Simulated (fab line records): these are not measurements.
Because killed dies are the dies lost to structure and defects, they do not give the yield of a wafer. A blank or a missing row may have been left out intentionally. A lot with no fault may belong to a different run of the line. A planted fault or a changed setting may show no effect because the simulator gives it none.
What tool caused it? + flow sky130 + Sampling: 11 lots, 33 wafers, 3 of 708 route steps

== WHAT EACH GAUGE READ, for each wafer ==
SKY_CAPM_THK_MEAS_01. Usual: CAPM_CVD_00_THK 15.46 nm, standard deviation 0.22.
| lot  | measured     | on            | CAPM_CVD_00_THK (nm) | flag |
|------|--------------|---------------|----------------------|------|
| L911 | day 38 04:38 | film-metro-01 | 15.33 15.32 15.41    |      |
| L910 | day 38 05:20 | film-metro-01 | 15.18 15.37 15.04    |      |
| L909 | day 38 05:33 | film-metro-01 | 15.29 15.30 15.57    |      |
| L913 | day 38 05:56 | film-metro-04 | 15.44 15.36 15.78    |      |
| L914 | day 38 06:13 | film-metro-04 | 15.22 15.26 15.55    |      |
| L919 | day 40 08:56 | film-metro-04 | 15.57 15.28 15.80    |      |
| L922 | day 40 09:51 | film-metro-01 | 15.41 15.55 15.72    |      |
| L926 | day 41 11:43 | film-metro-04 | 14.94 15.17 15.33    |      |
| L928 | day 42 07:42 | film-metro-02 | 15.09 15.15 15.45    |      |
| L930 | day 42 16:31 | film-metro-04 | 15.21 15.68 15.71    |      |
| L929 | day 42 17:49 | film-metro-04 | 15.57 15.97 15.87    |      |

== TOOL THAT RAN EACH LOT (tool first, then ch and the chambers of the sampled wafers, then the start) ==
| lot  | SKY_METAL3_SPUTTER_01        | SKY_METAL3_SPUTTER_02        |
|------|------------------------------|------------------------------|
| L911 | pvd-sputter-04, day 38 04:28 | pvd-sputter-04, day 38 04:29 |
| L910 | pvd-sputter-02, day 38 05:11 | pvd-sputter-02, day 38 05:13 |
| L909 | pvd-sputter-04, day 38 05:24 | pvd-sputter-04, day 38 05:25 |
| L913 | pvd-sputter-03, day 38 05:46 | pvd-sputter-03, day 38 05:47 |
| L914 | pvd-sputter-04, day 38 06:04 | pvd-sputter-04, day 38 06:05 |
| L919 | pvd-sputter-04, day 40 08:47 | pvd-sputter-04, day 40 08:48 |
| L922 | pvd-sputter-04, day 40 09:41 | pvd-sputter-04, day 40 09:42 |
| L926 | pvd-sputter-02, day 41 11:32 | pvd-sputter-02, day 41 11:34 |
| L928 | pvd-sputter-02, day 42 07:33 | pvd-sputter-02, day 42 07:34 |
| L930 | pvd-sputter-02, day 42 16:21 | pvd-sputter-02, day 42 16:22 |
| L929 | pvd-sputter-03, day 42 17:40 | pvd-sputter-03, day 42 17:41 |
- SKY_METAL3_SPUTTER_01: material TiN, target thk 20 nm, time 16.7 s.
- SKY_METAL3_SPUTTER_02: material AlCu, target thk 735 nm, time 39.1 s.

== AS READ BY THE TOOLS THEMSELVES (means over the sampled wafers that have a number; for cases with no such wafer, the mark the record gives instead) ==
SKY_METAL3_SPUTTER_01. Usual: throttle-valve-pct reads 30.2 % (standard deviation 1.1).
| lot  | tool           | throttle-valve-pct (%) | flag |
|------|----------------|------------------------|------|
| L911 | pvd-sputter-04 | 29.9                   |      |
| L910 | pvd-sputter-02 | 30.2                   |      |
| L909 | pvd-sputter-04 | 30.5                   |      |
| L913 | pvd-sputter-03 | 29.0                   |      |
| L914 | pvd-sputter-04 | 29.2                   |      |
| L919 | pvd-sputter-04 | 31.0                   |      |
| L922 | pvd-sputter-04 | 30.1                   |      |
| L926 | pvd-sputter-02 | 30.4                   |      |
| L928 | pvd-sputter-02 | 30.6                   |      |
| L930 | pvd-sputter-02 | 31.0                   |      |
| L929 | pvd-sputter-03 | 29.7                   |      |

SKY_METAL3_SPUTTER_02. Usual: throttle-valve-pct reads 30.2 % (standard deviation 1.1).
| lot  | tool           | throttle-valve-pct (%) | flag |
|------|----------------|------------------------|------|
| L911 | pvd-sputter-04 | 29.8                   |      |
| L910 | pvd-sputter-02 | 30.1                   |      |
| L909 | pvd-sputter-04 | 30.4                   |      |
| L913 | pvd-sputter-03 | 29.0                   |      |
| L914 | pvd-sputter-04 | 29.2                   |      |
| L919 | pvd-sputter-04 | 31.0                   |      |
| L922 | pvd-sputter-04 | 30.4                   |      |
| L926 | pvd-sputter-02 | 30.1                   |      |
| L928 | pvd-sputter-02 | 30.6                   |      |
| L930 | pvd-sputter-02 | 30.8                   |      |
| L929 | pvd-sputter-03 | 29.7                   |      |

== THE ANSWER, worked out from the rows above alone ==
Rule: lot off if the mean of its wafers having a number is beyond 3 standard deviations from the usual mean. Also off: a lot with no number at a reading for which 4 or more lots have one. The other lots that the step has rows for count as sound. Order of review: gauges by route order, followed by the tools' own readings, for which a lot's mean as printed above is used. At the first step where some lot is off, the reading lying furthest off is the one used; lots without a number count as furthest.
Across all readings shown, no lot is off: no conclusion can be drawn from this.

== WHAT WAS PUT IN BY THE SIMULATOR ==
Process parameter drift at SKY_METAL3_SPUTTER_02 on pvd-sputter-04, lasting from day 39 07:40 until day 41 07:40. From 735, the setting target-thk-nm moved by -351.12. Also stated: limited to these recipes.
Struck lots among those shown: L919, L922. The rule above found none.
